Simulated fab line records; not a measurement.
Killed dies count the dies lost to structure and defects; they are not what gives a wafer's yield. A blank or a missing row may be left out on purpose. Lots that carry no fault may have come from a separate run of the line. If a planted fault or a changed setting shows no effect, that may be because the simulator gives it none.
fab line records    flow gf180mcu
record lots=5  wafers=23
route steps=602 shown MIM@508 M5@531 V5@544 TOP_METAL@576
start-h: hours from the record's opening day to when the first of the lot's shown wafers began    wait-h: hours elapsed since this lot's preceding step    " identical to the entry in the row above    L1.1+2: a row that stands for several wafers    - no value, or no start was given    * or withheld: withheld    < > ~ a bound
route shown NAME@n: a module of which the file shows steps, and the number in the route of the first    usual: mean/standard deviation taken from wafers without a fault    same: alike in all rows    chamber/n: place in a boat    sites: readings site by site    _std_site: their standard deviation    _edge_site: inner sites' mean taken away from outer sites' mean    radius-mm: how far each site lies from the wafer's centre    mask NAME#n: copy n    behind: tool/chamber where the wafer was last shaped    hold: what put the lot on hold/how long, in hours/how the hold closed    device: names the non-switching transistor (n, p or np)    end of line: the tests these same wafers got at the end of their route    for a step that has no rows: nothing shown but its recipe    killed: the dies lost at the first sort to structure and to defects; this is not the yield of the wafer    map: shows each die of a wafer: x if killed, . if not, _ if none is there
set.NAME: the setting the step ran with; set.NAME@STEP: the setting that earlier step ran with    model.NAME: the simulator's own value behind a step, which no gauge read
lots where settings were altered on purpose, with a table for each step and a row for each wafer
## steps
# step GF_MIM_CVD_05
# recipe material=Si3N4  target-thk-nm=42  temp-max-c=400  temp-c=385  time-s=29.086  rf-w=450
lot.wafer  tool      chamber  start-h  wait-h  set.time-s  model.Si3N4_of_MIM_CVD_05.thk-nm
L074.1     pecvd-01  1        563.32   0.0     29.086      41.47
L074.3     "         0        "        "       29.086      41.63
L074.4     "         1        "        "       30.73       44.13
L074.5     "         0        "        "       30.73       43.98
L074.6     "         2        "        "       30.73       44.53
L076.1     pecvd-03  0        575.05   0.0     29.086      41.85
L076.2     "         2        "        "       29.086      41.73
L076.4     "         2        "        "       26.96       40.04
L076.5     "         0        "        "       29.086      42.4
L076.6     "         1        "        "       26.96       39.69
L077.1     pecvd-04  0        590.91   0.0     29.086      42.13
L077.2     "         1        "        "       29.086      42.02
L077.3     "         2        "        "       29.086      42.59
L077.4     "         1        "        "       31.58       46.19
L077.5     "         0        "        "       31.58       46.39
L079.1     pecvd-04  1        604.27   0.0     29.086      41.53
L079.2     "         2        "        "       29.086      41.65
L079.5     "         2        "        "       29.086      42.93
L082.1     pecvd-01  0        624.91   0.0     32.33       45.88
L082.2     "         2        "        "       32.33       46.34
L082.4     "         0        "        "       32.33       46.31
L082.5     "         2        "        "       29.086      42.34
L082.6     "         1        "        "       29.086      42.59
# step GF_MIM_THK_MEAS_06
# recipe reads=Si3N4_of_MIM_CVD_05
# usual MIM_CVD_05_THK=41.9/0.53
lot.wafer  tool           chamber  start-h  wait-h  set.time-s@MIM_CVD_05  MIM_CVD_05_THK[nm]
L074.1     film-metro-02  -        563.35   0.0     29.086                 41.5
L074.3     "              -        "        "       29.086                 41.6
L074.4     "              -        "        "       30.73                  44.1
L074.5     "              -        "        "       30.73                  44.0
L074.6     "              -        "        "       30.73                  44.5
L076.1     film-metro-01  -        575.08   0.0     29.086                 41.8
L076.2     "              -        "        "       29.086                 41.7
L076.4     "              -        "        "       26.96                  40.0
L076.5     "              -        "        "       29.086                 42.5
L076.6     "              -        "        "       26.96                  39.7
L077.1     film-metro-01  -        590.94   0.0     29.086                 42.1
L077.2     "              -        "        "       29.086                 42.0
L077.3     "              -        "        "       29.086                 42.6
L077.4     "              -        "        "       31.58                  46.2
L077.5     "              -        "        "       31.58                  46.4
L079.1     film-metro-02  -        604.30   0.0     29.086                 41.5
L079.2     "              -        "        "       29.086                 41.7
L079.5     "              -        "        "       29.086                 42.9
L082.1     film-metro-04  -        624.94   0.0     32.33                  45.9
L082.2     "              -        "        "       32.33                  46.3
L082.4     "              -        "        "       32.33                  46.3
L082.5     "              -        "        "       29.086                 42.4
L082.6     "              -        "        "       29.086                 42.6
# step GF_M5_PEB_05
# recipe peb-temp-c=135  peb-time-s=90  resist=KrF
lot.wafer   tool            chamber  start-h  wait-h  set.peb-time-s
L074.1+4+5  litho-track-01  0        -        -       103.4
L074.3+6    "               0        "        "       90
L076.1+5    litho-track-01  0        -        -       90
L076.2+4+6  "               0        "        "       78.75
L077.1+3+5  litho-track-01  0        -        -       90
L077.2+4    "               0        "        "       96.53
L079.1+2+5  litho-track-01  0        -        -       90
L082.1+5+6  litho-track-03  0        -        -       100.1
L082.2+4    "               0        "        "       90
# step GF_M5_DEVELOP_06
# recipe develop-time-s=60  dev-temp-c=21
# step GF_M5_CD_MEAS_07
# recipe target-cd-nm=280
# usual cd-nm=280.0/0.98
lot.wafer  tool       chamber  start-h  wait-h  set.peb-time-s@M5_PEB_05  cd-nm
L074.1     cd-sem-01  -        605.94   0.1     103.4                     278.0
L074.3     "          -        "        "       90                        279.4
L074.4     "          -        "        "       103.4                     277.0
L074.5     "          -        "        "       103.4                     277.6
L074.6     "          -        "        "       90                        279.7
L076.1     cd-sem-02  -        618.39   0.1     90                        279.6
L076.2     "          -        "        "       78.75                     282.4
L076.4     "          -        "        "       78.75                     282.7
L076.5     "          -        "        "       90                        278.9
L076.6     "          -        "        "       78.75                     283.1
L077.1     cd-sem-01  -        632.99   0.1     90                        280.9
L077.2     "          -        "        "       96.53                     279.8
L077.3     "          -        "        "       90                        281.0
L077.4     "          -        "        "       96.53                     279.9
L077.5     "          -        "        "       90                        280.8
L079.1     cd-sem-01  -        645.34   0.1     90                        280.7
L079.2     "          -        "        "       90                        281.5
L079.5     "          -        "        "       90                        281.5
L082.1     cd-sem-02  -        664.74   0.1     100.1                     278.0
L082.2     "          -        "        "       90                        280.0
L082.4     "          -        "        "       90                        280.5
L082.5     "          -        "        "       100.1                     278.1
L082.6     "          -        "        "       100.1                     278.8
# step GF_M5_ETCH_09
# recipe chemistry=CF4/O2  target=Si3N4  target-depth-nm=52  source-w=800  bias-w=150  pressure-mtorr=150  cf4-flow-sccm=80  O2_flow_sccm=10  time-s=11.6
lot.wafer  tool         chamber  start-h  wait-h  set.peb-time-s@M5_PEB_05  model.M5.cd-nm
L074.1     rie-diel-04  1        606.09   0.0     103.4                     277.5
L074.3     "            3        "        "       90                        279.8
L074.4     "            2        "        "       103.4                     277.9
L074.5     "            1        "        "       103.4                     277.3
L074.6     "            0        "        "       90                        279.4
L076.1     rie-diel-02  2        618.54   0.0     90                        279.7
L076.2     "            3        "        "       78.75                     283.1
L076.4     "            1        "        "       78.75                     282.5
L076.5     "            3        "        "       90                        279.2
L076.6     "            2        "        "       78.75                     282.9
L077.1     rie-diel-01  0        633.14   0.0     90                        280.4
L077.2     "            2        "        "       96.53                     279.8
L077.3     "            1        "        "       90                        281.2
L077.4     "            2        "        "       96.53                     279.3
L077.5     "            0        "        "       90                        280.5
L079.1     rie-diel-02  1        645.49   0.0     90                        280.9
L079.2     "            2        "        "       90                        281.8
L079.5     "            1        "        "       90                        281.5
L082.1     rie-diel-02  2        664.90   0.0     100.1                     278.3
L082.2     "            3        "        "       90                        280.9
L082.4     "            1        "        "       90                        280.6
L082.5     "            3        "        "       100.1                     279.1
L082.6     "            0        "        "       100.1                     278.7
# step GF_V5_CMP_04
# recipe material=SiO2  down-force-psi=4  platen-rpm=60  pad-velocity-m-s=0.94248
lot.wafer  tool    chamber  start-h  wait-h  set.leave-above-ref-nm  model.SiO2_of_V5_CVD_02.thk-nm
L074.1     cmp-02  2        607.06   0.1     855                     855.8
L074.3     "       3        "        "       855                     855.5
L074.4     "       1        "        "       817.9                   817.8
L074.6     "       2        "        "       855                     855.2
L074.5     "       3        "        "       817.9                   817.9
L076.1     cmp-01  3        619.49   0.1     855                     854.7
L076.4     "       0        "        "       902.2                   903.9
L076.2     "       2        "        "       902.2                   900.9
L076.5     "       3        "        "       855                     855.2
L076.6     "       0        "        "       855                     855.1
L077.2     cmp-02  0        634.12   0.0     813.4                   813.1
L077.4     "       1        "        "       855                     857.6
L077.1     "       2        "        "       855                     857.2
L077.3     "       3        "        "       813.4                   815.5
L077.5     "       0        "        "       855                     854.9
L079.2     cmp-01  0        646.65   0.2     855                     856
L079.1     "       2        "        "       855                     855
L079.5     "       0        "        "       855                     856.3
L082.1     cmp-01  2        665.90   0.1     909.5                   911
L082.2     "       3        "        "       909.5                   909.7
L082.4     "       0        "        "       855                     856
L082.6     "       2        "        "       909.5                   908.1
L082.5     "       3        "        "       855                     855.3
# step GF_V5_ETCH_16
# recipe chemistry=N2/H2  target-depth-a=withheld  overetch-a=withheld  time-s=withheld  target=BARC  ion-energy-ev=200  source-w=500  bias-w=100  pressure-mtorr=30  n2-flow-sccm=100  h2-flow-sccm=200
lot.wafer       tool         chamber    start-h  wait-h  set.bias-w
L074.1+4        rie-diel-02  0,3        629.09   0.0     104.4
L074.3+5+6      "            2,1,0      "        "       100
L076.1+2+6      rie-diel-03  3,2,3      639.46   0.0     100
L076.4+5        "            1,0        "        "       106.1
L077.1+2+3+4+5  rie-diel-01  1,0,2,3,0  654.49   0.0     100
L079.1+2+5      rie-diel-02  1,3,2      666.44   0.0     100
L082.1+2+4+5+6  rie-diel-01  1,2,3,1,2  685.36   0.0     100
# step GF_V5_ETCH_17
# recipe chemistry=C4F8/O2/Ar  mask-material=KrF  target=SiO2  stop-on=TiN  source-w=1500  bias-w=1200  pressure-mtorr=40  c4f8-flow-sccm=withheld  O2_flow_sccm=6  Ar_flow_sccm=300  time-s=withheld  target-depth-a=8550
# usual oes-product-au=0.859/0.0046
lot.wafer  tool         chamber  start-h  wait-h  set.leave-above-ref-nm@V5_CMP_04  oes-product-au
L074.1     rie-diel-02  0        -        -       855                               0.857
L074.3     "            2        "        "       855                               0.863
L074.4     "            3        "        "       817.9                             0.833
L074.5     "            1        "        "       817.9                             0.834
L074.6     "            0        "        "       855                               0.856
L076.1     rie-diel-03  3        -        -       855                               0.858
L076.2     "            2        "        "       902.2                             0.879
L076.4     "            1        "        "       902.2                             0.878
L076.5     "            0        "        "       855                               0.851
L076.6     "            3        "        "       855                               0.847
L077.1     rie-diel-01  1        -        -       855                               0.863
L077.2     "            0        "        "       813.4                             0.835
L077.3     "            2        "        "       813.4                             0.840
L077.4     "            3        "        "       855                               0.860
L077.5     "            0        "        "       855                               0.859
L079.1     rie-diel-02  1        -        -       855                               0.861
L079.2     "            3        "        "       855                               0.864
L079.5     "            2        "        "       855                               0.863
L082.1     rie-diel-01  1        -        -       909.5                             0.897
L082.2     "            2        "        "       909.5                             0.887
L082.4     "            3        "        "       855                               0.859
L082.5     "            1        "        "       855                               0.862
L082.6     "            2        "        "       909.5                             0.886
# step GF_V5_CVD_23
# recipe material=W  target-thk-nm=350  time-s=104.9  temp-c=400  pressure-torr=40
lot.wafer       tool      chamber    start-h  wait-h  set.pressure-torr
L074.1+3+4+5+6  cvd-w-01  0,0,1,0,1  629.88   0.0     34.36
L076.1+2+4+5+6  cvd-w-01  1,0,1,0,1  640.25   0.0     36.53
L077.1+2+3+4+5  cvd-w-01  0,1,0,1,1  655.31   0.0     40
L079.1+2+5      cvd-w-02  0,1,1      667.24   0.0     40
L082.1+2+4+5+6  cvd-w-01  0,1,0,1,0  686.16   0.0     45.67
# step GF_V5_RS_MEAS_24
# recipe thk-meas-gauge=four-point-probe  reads=W_of_V5_CVD_23+TiN_of_V5_SPUTTER_22+Ti_of_V5_SPUTTER_21
# usual V5_W_RS=0.330/0.0039
lot.wafer  tool           chamber  start-h  wait-h  set.pressure-torr@V5_CVD_23  V5_W_RS[ohm/sq]
L074.1     film-metro-04  -        629.99   0.1     34.36                        0.353
L074.3     "              -        "        "       34.36                        0.347
L074.4     "              -        "        "       34.36                        0.352
L074.5     "              -        "        "       34.36                        0.352
L074.6     "              -        "        "       34.36                        0.354
L076.1     film-metro-01  -        640.36   0.1     36.53                        0.350
L076.2     "              -        "        "       36.53                        0.348
L076.4     "              -        "        "       36.53                        0.351
L076.5     "              -        "        "       36.53                        0.351
L076.6     "              -        "        "       36.53                        0.350
L077.1     film-metro-03  -        655.42   0.1     40                           0.329
L077.2     "              -        "        "       40                           0.324
L077.3     "              -        "        "       40                           0.322
L077.4     "              -        "        "       40                           0.327
L077.5     "              -        "        "       40                           0.327
L079.1     film-metro-04  -        667.35   0.1     40                           0.334
L079.2     "              -        "        "       40                           0.332
L079.5     "              -        "        "       40                           0.337
L082.1     film-metro-01  -        686.27   0.1     45.67                        0.313
L082.2     "              -        "        "       45.67                        0.311
L082.4     "              -        "        "       45.67                        0.313
L082.5     "              -        "        "       45.67                        0.310
L082.6     "              -        "        "       45.67                        0.313
# step GF_TOP_METAL_COAT_09
# recipe resist=NOVOLAK  spin-rpm=3000  resist-thk-nm=1500
lot.wafer  tool            chamber  start-h  wait-h  set.spin-rpm  model.NOVOLAK_of_TOP_METAL_COAT_09.thk-nm
L074.1     litho-track-01  0        640.64   0.1     3000          1496
L074.3     "               0        "        "       3000          1492
L074.4     "               0        "        "       3146          1455
L074.5+6   "               0        "        "       3146          1463
L076.1+4   litho-track-03  0        650.74   0.1     3210          1452
L076.2     "               0        "        "       3000          1498
L076.5     "               0        "        "       3210          1453
L076.6     "               0        "        "       3000          1503
L077.1     litho-track-01  0        665.64   0.1     3000          1497
L077.2     "               0        "        "       3151          1466
L077.3     "               0        "        "       3151          1463
L077.4     "               0        "        "       3151          1462
L077.5     "               0        "        "       3000          1499
L079.1+2   litho-track-04  0        677.35   0.1     3000          1497
L079.5     "               0        "        "       3000          1500
L082.1     litho-track-01  0        696.28   0.1     3182          1461
L082.2+5   "               0        "        "       3000          1504
L082.4     "               0        "        "       3000          1499
L082.6     "               0        "        "       3182          1455
# step GF_TOP_METAL_DEVELOP_13
# recipe develop-time-s=60  dev-temp-c=23
lot.wafer       tool            chamber  start-h  wait-h  set.dev-temp-c
L074.1+3+4+5+6  litho-track-03  0        650.29   0.1     23
L076.1+6        litho-track-01  0        660.14   0.1     23
L076.2+4+5      "               0        "        "       25.09
L077.1+3+4      litho-track-04  0        675.45   0.1     23
L077.2+5        "               0        "        "       23.95
L079.1+2+5      litho-track-03  0        686.44   0.1     23
L082.1+5        litho-track-03  0        705.54   0.1     23
L082.2+4+6      "               0        "        "       26.19
# step GF_TOP_METAL_METAL_ETCH_16
# recipe chemistry=Cl2/BCl3  mask-material=NOVOLAK  target-depth-nm=1077.5  stop-on=SiO2  pressure-mtorr=8  icp-w=800  bias-w=140  Cl2_flow_sccm=80  bcl3-flow-sccm=40  time-s=179.6
lot.wafer  tool          chamber  start-h  wait-h  set.spin-rpm@TOP_METAL_COAT_09  model.NOVOLAK_of_TOP_METAL_COAT_09.thk-nm
L074.1     rie-metal-04  0        650.60   0.0     3000                            1070
L074.3     "             0        "        "       3000                            1063
L074.4     "             1        "        "       3146                            1035
L074.5     "             0        "        "       3146                            1036
L074.6     "             1        "        "       3146                            1048
L076.1     rie-metal-01  0        660.44   0.0     3210                            1009
L076.2     "             0        "        "       3000                            1056
L076.4     "             0        "        "       3210                            1011
L076.5     "             0        "        "       3210                            1013
L076.6     "             0        "        "       3000                            1062
L077.1     rie-metal-03  1        675.76   0.0     3000                            1077
L077.2     "             0        "        "       3151                            1028
L077.3     "             1        "        "       3151                            1039
L077.4     "             0        "        "       3151                            1022
L077.5     "             1        "        "       3000                            1075
L079.1     rie-metal-03  0        686.78   0.0     3000                            1055
L079.2     "             1        "        "       3000                            1073
L079.5     "             1        "        "       3000                            1077
L082.1     rie-metal-04  0        705.84   0.0     3182                            1030
L082.2     "             1        "        "       3000                            1069
L082.4     "             1        "        "       3000                            1067
L082.5     "             0        "        "       3000                            1068
L082.6     "             1        "        "       3182                            1023
# step GF_TOP_METAL_STRIP_17
# recipe chemistry=O2/N2  power-w=1400  pressure-mtorr=1500  platen-temp-c=250  o2-flow-sccm=3000  n2-flow-sccm=300  overash-fraction=0.5
# usual strip-time-to-endpoint-s=13.39/0.095
lot.wafer  tool             chamber  start-h  wait-h  set.spin-rpm@TOP_METAL_COAT_09  strip-time-to-endpoint-s
L074.1     plasma-asher-04  0        650.77   0.1     3000                            13.45
L074.3     "                0        "        "       3000                            13.38
L074.4     "                1        "        "       3146                            13.06
L074.5     "                0        "        "       3146                            13.09
L074.6     "                1        "        "       3146                            13.23
L076.1     plasma-asher-02  0        660.91   0.4     3210                            12.84
L076.2     "                1        "        "       3000                            13.29
L076.4     "                1        "        "       3210                            12.79
L076.5     "                1        "        "       3210                            12.80
L076.6     "                0        "        "       3000                            13.37
L077.1     plasma-asher-01  1        675.94   0.1     3000                            13.53
L077.2     "                0        "        "       3151                            12.99
L077.3     "                0        "        "       3151                            13.11
L077.4     "                1        "        "       3151                            12.92
L077.5     "                0        "        "       3000                            13.52
L079.1     plasma-asher-04  0        686.95   0.1     3000                            13.28
L079.2     "                1        "        "       3000                            13.51
L079.5     "                1        "        "       3000                            13.55
L082.1     plasma-asher-01  1        706.02   0.1     3182                            13.01
L082.2     "                0        "        "       3000                            13.44
L082.4     "                1        "        "       3000                            13.43
L082.5     "                0        "        "       3000                            13.45
L082.6     "                1        "        "       3182                            12.94
## key
split step=GF_MIM_CVD_05  setting=time-s  stated=29.086  by=wafer
response step=GF_MIM_CVD_05  reading=model.Si3N4_of_MIM_CVD_05.thk-nm  change=+0.376  per=1%  r=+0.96
response step=GF_MIM_THK_MEAS_06  reading=MIM_CVD_05_THK  change=+0.378  per=1%  r=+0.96
split step=GF_M5_PEB_05  setting=peb-time-s  stated=90  by=wafer
response step=GF_M5_CD_MEAS_07  reading=cd-nm  change=-0.183  per=1%  r=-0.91
response step=GF_M5_ETCH_09  reading=model.M5.cd-nm  change=-0.188  per=1%  r=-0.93
split step=GF_V5_CMP_04  setting=leave-above-ref-nm  stated=855  by=wafer
response step=GF_V5_CMP_04  reading=model.SiO2_of_V5_CVD_02.thk-nm  change=+8.59  per=1%  r=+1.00
response step=GF_V5_ETCH_17  reading=oes-product-au  change=+0.00488  per=1%  r=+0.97
split step=GF_V5_ETCH_16  setting=bias-w  stated=100  by=wafer
response none clear
split step=GF_V5_CVD_23  setting=pressure-torr  stated=40  by=lot
response step=GF_V5_RS_MEAS_24  reading=V5_W_RS  change=-0.00151  per=1%  r=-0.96
split step=GF_TOP_METAL_COAT_09  setting=spin-rpm  stated=3000  by=wafer
response step=GF_TOP_METAL_COAT_09  reading=model.NOVOLAK_of_TOP_METAL_COAT_09.thk-nm  change=-7.02  per=1%  r=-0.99
response step=GF_TOP_METAL_METAL_ETCH_16  reading=model.NOVOLAK_of_TOP_METAL_COAT_09.thk-nm  change=-7.07  per=1%  r=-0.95
response step=GF_TOP_METAL_STRIP_17  reading=strip-time-to-endpoint-s  change=*  per=1%  r=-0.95
split step=GF_TOP_METAL_DEVELOP_13  setting=dev-temp-c  stated=23  by=wafer
response none clear
